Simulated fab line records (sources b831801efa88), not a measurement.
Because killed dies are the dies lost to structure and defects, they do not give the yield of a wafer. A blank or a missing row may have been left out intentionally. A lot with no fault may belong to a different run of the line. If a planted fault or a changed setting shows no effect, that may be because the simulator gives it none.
Check of tool commonality | flow gf180mcu | 33 wafers sampled across 11 lots

== WHY IT WAS OPENED ==
Of 11 lots, 2 have the reading POLY_GATE_CVD_00_THK flagged at GF_POLY_GATE_THK_MEAS_01. Fault-free wafers read 199.5 nm, with a standard deviation of 1.7.
Rule: a lot gets a flag if all its wafers with a number sit over 4 standard deviations from that mean, or if no wafer of it has a number. As for the other lots, they are considered sound.

lot  | measured     | on            | POLY_GATE_CVD_00_THK (nm), wafer by wafer | flag
L699 | day 9 00:47  | film-metro-03 | 201.4 200.3 202.4                         |
L701 | day 9 17:28  | film-metro-04 | 201.4 199.9 201.6                         |
L703 | day 10 03:44 | film-metro-04 | 198.8 197.6 197.8                         |
L704 | day 10 10:29 | film-metro-03 | 200.6 200.4 201.6                         |
L705 | day 10 19:05 | film-metro-02 | 196.3 197.2 195.8                         |
L709 | day 12 15:50 | film-metro-04 | 199.6 199.8 200.5                         |
L711 | day 12 21:51 | film-metro-02 | 180.5 179.6 178.9                         | FLAGGED
L713 | day 13 12:05 | film-metro-03 | 178.2 179.3 180.5                         | FLAGGED
L715 | day 14 01:39 | film-metro-02 | 196.2 195.8 195.3                         |
L714 | day 14 01:40 | film-metro-04 | 197.5 198.1 198.6                         |
L720 | day 15 09:22 | film-metro-04 | 196.8 199.7 198.6                         |
The mean of the flagged lots' numbers is 179.5 nm, -20.0 nm from the usual (-12 standard deviations).

== WHICH TOOL EACH LOT WENT THROUGH ==
The record holds 1 process step before the reading, out of a route of 602 steps. Read each cell as the tool, then ch plus the chambers that the sampled wafers visited, then the start.
lot  | flag    | GF_POLY_GATE_CVD_00
L699 |         | lpcvd-02 ch 1, day 8 23:28
L701 |         | lpcvd-01 ch 0, day 9 16:08
L703 |         | lpcvd-02 ch 0, day 10 02:23
L704 |         | lpcvd-01 ch 1, day 10 09:10
L705 |         | lpcvd-01 ch 0, day 10 17:45
L709 |         | lpcvd-02 ch 0, day 12 14:29
L711 | FLAGGED | lpcvd-02 ch 1, day 12 20:30
L713 | FLAGGED | lpcvd-02 ch 1, day 13 10:45
L715 |         | lpcvd-01 ch 0, day 14 00:19
L714 |         | lpcvd-01 ch 0, day 14 00:19
L720 |         | lpcvd-01 ch 1, day 15 08:02
What the steps here do:
- GF_POLY_GATE_CVD_00: deposits poly-Si, target thk 200 nm, time 1200 s.
- GF_POLY_GATE_THK_MEAS_01

== FLAGGED AGAINST TOTAL, ONE TOOL AT A TIME (gauges that did the reading follow at the end) ==
step                     | tool          | lots run | flagged | share of the flagged lots | sound lots run after its first flagged lot
GF_POLY_GATE_CVD_00      | lpcvd-01      | 6        | 0       | none                      | -
GF_POLY_GATE_CVD_00      | lpcvd-02      | 5        | 2       | all                       | 0
GF_POLY_GATE_THK_MEAS_01 | film-metro-02 | 3        | 1       | some                      | 1 (L715)
GF_POLY_GATE_THK_MEAS_01 | film-metro-03 | 3        | 1       | some                      | 0
GF_POLY_GATE_THK_MEAS_01 | film-metro-04 | 5        | 0       | none                      | -

== WHAT THE TABLE ALLOWS ==
Rows of the table that ran each flagged lot: 1, that is lpcvd-02 at GF_POLY_GATE_CVD_00.
- lpcvd-02 at GF_POLY_GATE_CVD_00: 2 of its 5 lots flagged. A fault beginning between L709 (day 12 14:29), its last sound lot, and L711 (day 12 20:30), its first flagged one, fits the data. Its own readings lie more than 4 standard deviations out on every wafer of the flagged lots: pressure-mtorr.
lpcvd-02 at GF_POLY_GATE_CVD_00 is the single tool remaining.

== WHAT WAS PUT IN BY THE SIMULATOR ==
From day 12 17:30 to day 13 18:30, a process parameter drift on lpcvd-02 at GF_POLY_GATE_CVD_00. The setting pressure-mtorr was moved by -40, starting from 200. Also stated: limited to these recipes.
Lots struck among those shown: L711, L713. The rule above found the same.
